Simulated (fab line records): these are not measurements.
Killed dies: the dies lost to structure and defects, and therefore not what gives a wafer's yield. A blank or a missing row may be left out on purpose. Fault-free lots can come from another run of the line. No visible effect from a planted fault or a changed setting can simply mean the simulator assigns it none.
Matching of chambers | flow gf180mcu | cmp-01 running GF_V1_CMP_04: 4 sister chambers
The step polishes SiO2. 4 wafers are shown with their chamber, then 6 later ones without.

== WAFERS, EACH WITH ITS CHAMBER ==
wafer  | chamber | motor current A (A)
L151.1 | 2       | 10.0
L151.2 | 0       | 11.9
L152.2 | 3       | 11.7
L152.5 | 1       | 12.7

== WAFERS WHOSE CHAMBER IS MISSING ==
wafer  | motor current A (A)
L155.1 | 12.5
L155.4 | 12.8
L155.5 | 11.2
L159.3 | 11.8
L159.4 | 12.2
L159.5 | 11.7

== WHICH CHAMBER EACH WENT THROUGH ==
wafer  | from the rows above          | in truth
L155.1 | can't be placed: 1 or 0      | 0
L155.4 | 1                            | 1
L155.5 | can't be placed: 3 or 0      | 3
L159.3 | can't be placed: 0 or 3      | 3
L159.4 | can't be placed: 0 or 1 or 3 | 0
L159.5 | can't be placed: 3 or 0      | 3
Placed correctly: 1 of 6. Unplaceable from these rows: 5, with the true chamber sitting among the candidates in 5. Wrongly placed: 0.
How it was worked out, from the rows above alone: a wafer's distance from a chamber is the root of the sum, over the readings, of the square of ((its reading less the chamber's mean) divided by the reading's scatter). If the next closest chamber is less than 2 further off than the closest, the wafer can't be placed; otherwise it belongs to the closest. For every chamber, the mean is computed from those of its wafers that are shown. The scatter: root of mean squared gap, hidden wafer to nearest shown wafer, with one shown wafer a chamber.
